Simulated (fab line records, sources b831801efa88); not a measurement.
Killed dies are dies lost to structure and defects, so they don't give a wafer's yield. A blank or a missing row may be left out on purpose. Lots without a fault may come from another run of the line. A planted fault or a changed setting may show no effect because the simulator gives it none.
Which tool did it? | flow sky130 | 11 lots, 33 wafers sampled, at 4 steps of a route of 708

WHAT THE GAUGES READ, wafer by wafer
SKY_VIA1_THK_MEAS_01. Usual: VIA1_HDPCVD_THK 1033 nm, standard deviation 11.
lot  | measured     | on            | VIA1_HDPCVD_THK (nm) | flag
L856 | day 32 10:04 | film_metro-01 | 1013 1028 1011       |
L858 | day 33 16:17 | film_metro-01 | 1033 1041 1034       |
L859 | day 34 01:52 | film_metro-03 | 1017 1034 1025       |
L860 | day 34 04:56 | film_metro-03 | 1030 1030 1031       |
L861 | day 34 10:43 | film_metro-03 | 1039 1040 1040       |
L869 | day 37 02:44 | film_metro-04 | 1015 1033 1020       |
L872 | day 38 02:22 | film_metro-03 | 1033 1029 1032       |
L873 | day 38 11:08 | film_metro-03 | 1020 1037 1039       |
L874 | day 38 19:25 | film_metro-04 | 1039 1036 1050       |
L876 | day 39 06:13 | film_metro-01 | 1021 1032 1028       |
L878 | day 39 15:32 | film_metro-04 | 1026 1042 1034       |

WHICH TOOL RAN EACH LOT (tool, then ch and the chambers of the sampled wafers, then the start)
lot  | SKY_CONTACT_CMP_27            | SKY_METAL1_ETCH_18                | SKY_METAL1_STRIP_20
L856 | cmp-02 ch 0,2,3, day 31 04:56 | rie_metal-01 ch 0,1, day 32 09:07 | plasma_asher-04 ch 0,1, day 32 09:16
L858 | cmp-01 ch 0,2,3, day 32 11:19 | rie_metal-03 ch 0,1, day 33 15:25 | plasma_asher-04 ch 0,1, day 33 15:34
L859 | cmp-02 ch 0,2, day 32 20:46   | rie_metal-01 ch 0,1, day 34 00:40 | plasma_asher-03 ch 1, day 34 00:49
L860 | cmp-02 ch 0,1,2, day 33 00:38 | rie_metal-02 ch 0,1, day 34 04:04 | plasma_asher-04 ch 0,1, day 34 04:13
L861 | cmp-01 ch 0,1,2, day 33 06:14 | rie_metal-01 ch 0,1, day 34 09:52 | plasma_asher-02 ch 0,1, day 34 10:01
L869 | cmp-01 ch 0,1,3, day 35 23:11 | rie_metal-01 ch 0,1, day 37 01:53 | plasma_asher-04 ch 0,1, day 37 02:02
L872 | cmp-02 ch 0,1,3, day 36 22:34 | rie_metal-02 ch 0, day 38 01:17   | plasma_asher-04 ch 0,1, day 38 01:36
L873 | cmp-02 ch 0,1,2, day 37 07:30 | rie_metal-03 ch 0,1, day 38 10:17 | plasma_asher-02 ch 0,1, day 38 10:26
L874 | cmp-01 ch 1,2,3, day 37 17:01 | rie_metal-01 ch 0,1, day 38 18:34 | plasma_asher-02 ch 0,1, day 38 18:43
L876 | cmp-01 ch 0,1, day 38 03:28   | rie_metal-03 ch 0,1, day 39 05:19 | plasma_asher-02 ch 1, day 39 05:28
L878 | cmp-02 ch 2,3, day 38 14:34   | rie_metal-02 ch 0,1, day 39 14:40 | plasma_asher-02 ch 0,1, day 39 14:49
- SKY_CONTACT_CMP_27: polishes, stops on SiO2, t overpolish 15 s, target thk 0 nm.
- SKY_METAL1_ETCH_18: etches BARC in N2/H2, stops on SiO2, time 45.9 s, target depth 60 nm.
- SKY_METAL1_STRIP_20: strips in O2/N2.

WHAT THE TOOLS THEMSELVES READ (means of the sampled wafers that have a number; where no wafer has one, the mark that the record gives instead)
SKY_CONTACT_CMP_27. Usual: motor_current_A 11.2 A, standard deviation 0.87; overpolish_run_s 14.999 s, standard deviation 0.0086; time_to_endpoint_s 83.7 s, standard deviation 2.9.
lot  | tool   | motor_current_A (A) | overpolish_run_s (s) | time_to_endpoint_s (s) | flag
L856 | cmp-02 | 11.4                | 15.001               | 88.0                   |
L858 | cmp-01 | 11.0                | 15.002               | 82.1                   |
L859 | cmp-02 | 11.2                | 14.993               | 79.4                   |
L860 | cmp-02 | 10.8                | 15.004               | 79.9                   |
L861 | cmp-01 | 11.2                | 15.002               | 82.1                   |
L869 | cmp-01 | 11.5                | 14.994               | 84.4                   |
L872 | cmp-02 | 11.0                | 15.006               | 84.9                   |
L873 | cmp-02 | 11.0                | 14.996               | 83.3                   |
L874 | cmp-01 | 11.3                | 14.999               | 85.7                   |
L876 | cmp-01 | 11.7                | 15.000               | 85.0                   |
L878 | cmp-02 | 11.9                | 15.010               | 82.3                   |

SKY_METAL1_ETCH_18. Usual: drypump_motor_current_A 5.9 A, standard deviation 0.43; oes_product_au 0.854 a.u., standard deviation 0.005; rf_fwd_power_W 495.4 W, standard deviation 2.1; throttle_valve_pct 13.226 %, standard deviation 0.0088.
lot  | tool         | drypump_motor_current_A (A) | oes_product_au (a.u.) | rf_fwd_power_W (W) | throttle_valve_pct (%) | flag
L856 | rie_metal-01 | 6.2                         | 0.855                 | 494.6              | 13.230                 |
L858 | rie_metal-03 | 5.3                         | 0.856                 | 495.7              | 13.224                 |
L859 | rie_metal-01 | 6.2                         | 0.852                 | 496.2              | 13.219                 |
L860 | rie_metal-02 | 6.3                         | 0.854                 | 496.4              | 13.228                 |
L861 | rie_metal-01 | 6.2                         | 0.857                 | 494.9              | 13.222                 |
L869 | rie_metal-01 | 6.2                         | 0.852                 | 495.7              | 13.231                 |
L872 | rie_metal-02 | 6.2                         | 0.856                 | 491.5              | 13.221                 |
L873 | rie_metal-03 | 5.6                         | 0.855                 | 496.2              | 13.226                 |
L874 | rie_metal-01 | 6.0                         | 0.855                 | 495.9              | 13.231                 |
L876 | rie_metal-03 | 5.3                         | 0.856                 | 496.9              | 13.220                 |
L878 | rie_metal-02 | 6.2                         | 0.848                 | 494.2              | 13.226                 |

SKY_METAL1_STRIP_20. Usual: drypump_motor_current_A 5.29 A, standard deviation 0.2; oes_product_au 0.343 a.u., standard deviation 0.0051; strip_time_to_endpoint_s 2.687 s, standard deviation 0.029.
lot  | tool            | drypump_motor_current_A (A) | oes_product_au (a.u.) | strip_time_to_endpoint_s (s) | flag
L856 | plasma_asher-04 | 5.10                        | 0.345                 | 2.668                        |
L858 | plasma_asher-04 | 5.29                        | 0.344                 | 2.707                        |
L859 | plasma_asher-03 | 5.57                        | 0.338                 | 2.645                        |
L860 | plasma_asher-04 | 5.11                        | 0.337                 | 2.670                        |
L861 | plasma_asher-02 | 5.32                        | 0.344                 | 2.658                        |
L869 | plasma_asher-04 | 5.28                        | 0.338                 | 2.675                        |
L872 | plasma_asher-04 | 5.11                        | 0.338                 | 2.713                        |
L873 | plasma_asher-02 | 5.33                        | 0.344                 | 2.730                        |
L874 | plasma_asher-02 | 5.35                        | 0.344                 | 2.684                        |
L876 | plasma_asher-02 | 5.37                        | 0.347                 | 2.723                        |
L878 | plasma_asher-02 | 5.36                        | 0.344                 | 2.712                        |

THE ANSWER, worked out from the rows above alone
Rule: a lot is off if the mean of its wafers that have a number lies more than 3 standard deviations from the usual mean. A lot without any number at a reading at which 4 lots or more have one is off too. The other lots that the step has rows for count as sound. The gauges are gone through in route order, then the tools' own readings, and for those a lot's mean is taken as printed above. The first step at which some lot is off is used, and at that step the reading that is off furthest; a lot without a number counts as furthest.
No lot is off at any reading shown: from this, nothing can be told.

WHAT THE SIMULATOR HAD PUT IN
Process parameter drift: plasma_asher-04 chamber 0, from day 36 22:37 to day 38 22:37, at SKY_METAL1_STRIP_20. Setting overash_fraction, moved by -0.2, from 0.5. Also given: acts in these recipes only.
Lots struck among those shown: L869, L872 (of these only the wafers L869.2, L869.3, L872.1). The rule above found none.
